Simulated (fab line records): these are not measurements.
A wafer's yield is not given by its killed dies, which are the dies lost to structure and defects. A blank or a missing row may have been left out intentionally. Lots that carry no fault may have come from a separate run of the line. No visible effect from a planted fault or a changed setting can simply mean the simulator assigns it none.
Which tool is to blame? | flow sky130 | Sampling: 15 lots, 45 wafers, 2 of 708 route steps

WHAT THE GAUGES READ, wafer by wafer
SKY_METAL1_OVL_MEAS_16. Usual: METAL1_OVL 3 nm, standard deviation 6.3.
lot  | measured     | on         | METAL1_OVL (nm) | flag
L847 | day 32 23:02 | overlay-01 | -7 -3 -2        | 
L848 | day 33 04:26 | overlay-01 | 10 11 3         | 
L849 | day 33 10:50 | overlay-02 | -1 4 -5         | 
L851 | day 35 13:23 | overlay-02 | 8 -2 0          | 
L852 | day 35 14:32 | overlay-01 | 6 8 0           | 
L853 | day 35 16:01 | overlay-02 | 4 4 -2          | 
L854 | day 35 18:26 | overlay-01 | 0 -8 8          | 
L855 | day 36 01:14 | overlay-02 | -6 0 0          | 
L858 | day 36 13:11 | overlay-02 | 6 3 4           | 
L857 | day 36 20:14 | overlay-02 | 1 -4 0          | 
L863 | day 39 02:07 | overlay-02 | 7 3 0           | 
L865 | day 39 13:50 | overlay-02 | 13 8 6          | 
L867 | day 40 01:53 | overlay-02 | 13 0 15         | 
L868 | day 40 02:13 | overlay-01 | -2 1 3          | 
L869 | day 40 21:25 | overlay-02 | -5 -2 0         | 

SKY_VIA1_OVL_MEAS_13. Usual: VIA1_OVL -3 nm, standard deviation 5.5.
lot  | measured     | on         | VIA1_OVL (nm) | flag
L847 | day 34 02:38 | overlay-01 | 10 -3 11      | 
L848 | day 34 08:40 | overlay-01 | -5 2 -2       | 
L849 | day 34 15:08 | overlay-02 | -3 -2 3       | 
L851 | day 36 17:17 | overlay-02 | -4 4 -5       | 
L852 | day 36 17:56 | overlay-01 | -10 -6 -12    | 
L853 | day 36 19:03 | overlay-02 | -3 0 1        | 
L854 | day 36 21:26 | overlay-01 | 0 -6 -1       | 
L855 | day 37 04:47 | overlay-02 | -13 -10 -16   | 
L858 | day 37 16:44 | overlay-01 | 6 -1 -7       | 
L857 | day 37 23:23 | overlay-01 | -1 1 -6       | 
L863 | day 40 03:49 | overlay-01 | -7 -7 -6      | 
L865 | day 40 15:27 | overlay-02 | -2 -2 -1      | 
L867 | day 41 03:38 | overlay-01 | 0 -2 -4       | 
L868 | day 41 03:58 | overlay-01 | -4 6 0        | 
L869 | day 41 23:19 | overlay-01 | -5 -6 -7      | 

EACH LOT AND THE TOOL THAT RAN IT (in order: tool; ch and the chambers of the sampled wafers; start)
Before these readings, the record contains no process step.

AS READ BY THE TOOLS THEMSELVES (means over the sampled wafers that have a number; for cases with no such wafer, the mark the record gives instead)
The record holds no such reading with a usual standard deviation.

THE ANSWER, worked out from the rows above alone
Rule: lot off if the mean of its wafers having a number is beyond 3 standard deviations from the usual mean. Also off: a lot with no number at a reading for which 4 or more lots have one. All remaining lots with rows at the step are treated as sound. First the gauges in route order, then the tools' own readings, where a lot's mean is used as printed above. At the first step where some lot is off, the reading lying furthest off is the one used; lots without a number count as furthest.
No lot is off at any reading shown: from this, nothing can be told.

WHAT THE SIMULATOR HAD INSERTED
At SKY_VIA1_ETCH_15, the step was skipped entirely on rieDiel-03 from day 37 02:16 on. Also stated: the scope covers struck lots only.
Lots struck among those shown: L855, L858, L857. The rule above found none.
